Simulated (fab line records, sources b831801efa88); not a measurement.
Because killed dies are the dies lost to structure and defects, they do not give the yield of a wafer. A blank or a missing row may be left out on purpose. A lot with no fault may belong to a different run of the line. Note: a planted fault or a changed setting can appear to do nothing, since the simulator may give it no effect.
A lot that was struck, set against a sound lot	flow sky130	36 out of 708 route steps
Sound: the wafers L109.1, L109.2, L109.4. Wafers struck: L121.2, L121.3, L121.6. The cause is given at the end.
For every step that has rows: the tool of each side, followed by ch and its chambers, followed by its first start. Under that, the readings that differ: sound wafers	struck wafers	difference of the means	sigmas: that difference in standard deviations of wafers without a fault.
alike: same words and numbers on both sides, and readings whose means sit less than 2 such deviations apart. not compared: any withheld reading, any reading some wafer has no value for, any bound like >300 that may hide the same value, and any number with overlapping values for which the record gives no deviation.
Wherever a step has rows on one side only, a row that says differs or no value, or a row with sigmas, the two part there. Numbers that don't overlap but have no deviation are shown without sigmas and don't part them. Lack of a reading on every wafer of one side parts them only where that side has two or more wafers.

first, 10 steps without rows for these wafers: SKY_POLY_CUT_ETCH_10 (etches BARC in N2/H2, stops on SiO2, time 45.9 s, target depth 60 nm); SKY_POLY_CUT_ETCH_11 (etches Si3N4 in CF4/CH2F2/Ar, stops on poly-Si, time 42.5 s, target depth 60 nm); SKY_POLY_CUT_STRIP_12 (strips in O2/N2); SKY_SD_P_DEHYDRATE_00 (time 60 s); SKY_SD_P_HMDS_01 (prime time 60 s); SKY_SD_P_COAT_02 (resist thk 1140 nm); SKY_SD_P_SOFTBAKE_03 (time 60 s); SKY_SD_P_EXPOSE_04 (exposes mask PSDM, target cd 380 nm); SKY_SD_P_PEB_05; SKY_SD_P_DEVELOP_06 (develop time 60 s).
SKY_SD_P_IMPLANT_09:
  sound on implanter-01 ch 0, day 26 12:37; struck on implanter-01 ch 0, day 31 10:33
reading	sound	struck	difference	sigmas
beam on s (s)	14.5 14.7 15.7	18.7 18.9 18.6	+3.8	+2
dose ions cm2	3.003e+15 3.001e+15 3e+15	3.761e+15 3.759e+15 3.759e+15	+7.583e+14	+99 or more
SKY_SD_P_STRIP_10: strips in O2/N2.
  sound on plasma asher-03 ch 0,1, day 26 12:46; struck on plasma asher-03 ch 0,1, day 31 10:41
reading	sound	struck	difference	sigmas
oes product au (a.u.)	0.616 0.620 0.620	0.611 0.608 0.609	-0.009	-2
strip time to endpoint s (s)	17.47 17.46 17.42	17.91 17.93 17.88	+0.46	+10
  alike: drypump motor current A
  not compared: rf hours counter h
SKY_SD_P_TW_MEAS_11:
  sound on film metro-03 at day 26 12:52; struck on film metro-01 at day 31 10:47
reading	sound	struck	difference	sigmas
SD_P_TW	2797 2800 2792	2918 2911 2910	+117	+6
then, 21 steps without rows for these wafers: SKY_RES_XHIGH_DEHYDRATE_00 (time 60 s); SKY_RES_XHIGH_HMDS_01 (prime time 60 s); SKY_RES_XHIGH_COAT_02 (resist thk 1140 nm); SKY_RES_XHIGH_SOFTBAKE_03 (time 60 s); SKY_RES_XHIGH_EXPOSE_04 (exposes mask URPM, target cd 1270 nm); SKY_RES_XHIGH_PEB_05; SKY_RES_XHIGH_DEVELOP_06 (develop time 60 s); SKY_RES_XHIGH_IMPLANT_07; SKY_RES_XHIGH_STRIP_08 (strips in O2/N2); SKY_SD_N_DEHYDRATE_00 (time 60 s); SKY_SD_N_HMDS_01 (prime time 60 s); SKY_SD_N_COAT_02 (resist thk 1140 nm); SKY_SD_N_SOFTBAKE_03 (time 60 s); SKY_SD_N_EXPOSE_04 (exposes mask NSDM, target cd 380 nm); SKY_SD_N_PEB_05; SKY_SD_N_DEVELOP_06 (develop time 60 s); SKY_SD_N_IMPLANT_09; SKY_SD_N_IMPLANT_10; SKY_SD_N_STRIP_11 (strips in O2/N2); SKY_SD_N_CLEAN_13 (cleans in SC1/SC2, time 150 s); SKY_SD_N_RTA_14 (time 2 s).
-- the record jumps here: 2 days lie between the struck wafers' starts before and after --
SKY_SD_N_RS_MEAS_17: measurement is done with a four-point probe.
  sound on film metro-02 at day 28 23:15; struck on film metro-03 at day 33 16:28
reading	sound	struck	difference	sigmas
SD_P_RS (ohm/sq)	146.9 146.6 146.7	144.0 144.0 143.5	-2.9	-8
-- a jump in the record: the struck wafers' starts before and after are 16 days apart (it breaks off in module SD_N and resumes in module PAD_OPEN, where the first step shown is number 708 of the route) --
SKY_PAD_OPEN_PROBE_99:
  sound on prober-01 at day 46 12:22; struck on prober-01 at day 49 21:19
reading	sound	struck	difference	sigmas
model.etest.res high po.line ohm um	756.9 765.2 753	672.4 646.3 637	-106.5	
model.etest.res pdiff.line ohm um	1361 1373 1361	1304 1291 1296	-68	
model.etest.licon high po.rc ohm	382.8 374.1 355.3	291.7 284 272	-88.2	
model.etest.licon pdiff.rc ohm	605.8 595.1 591.4	550.8 541 548	-50.8	
model.etest.res high po.rs ohm sq	264.9 264.2 268.1	237.1 230.2 226.9	-34.3	
model.etest.res pdiff hv.rs ohm sq	191 188.9 190.5	183.7 185.3 183.6	-5.9	
model.etest.res pdiff.rs ohm sq	197.7 196.7 196.8	189.3 190.8 191	-6.7	
  alike: killed_at_M0_to_M3, killed_at_M4_up, killed at contacts, killed at front end, killed at other, killed dies, killed open, killed short

## WHERE THEY PART
First at SKY_SD_P_IMPLANT_09; last, within this record, at SKY_SD_N_RS_MEAS_17. Later steps at which nothing parts them and some readings are alike: SKY_PAD_OPEN_PROBE_99.

WHY: the cause the simulator had injected
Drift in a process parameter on implanter-01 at SKY_SD_P_IMPLANT_09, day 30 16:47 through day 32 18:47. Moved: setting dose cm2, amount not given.
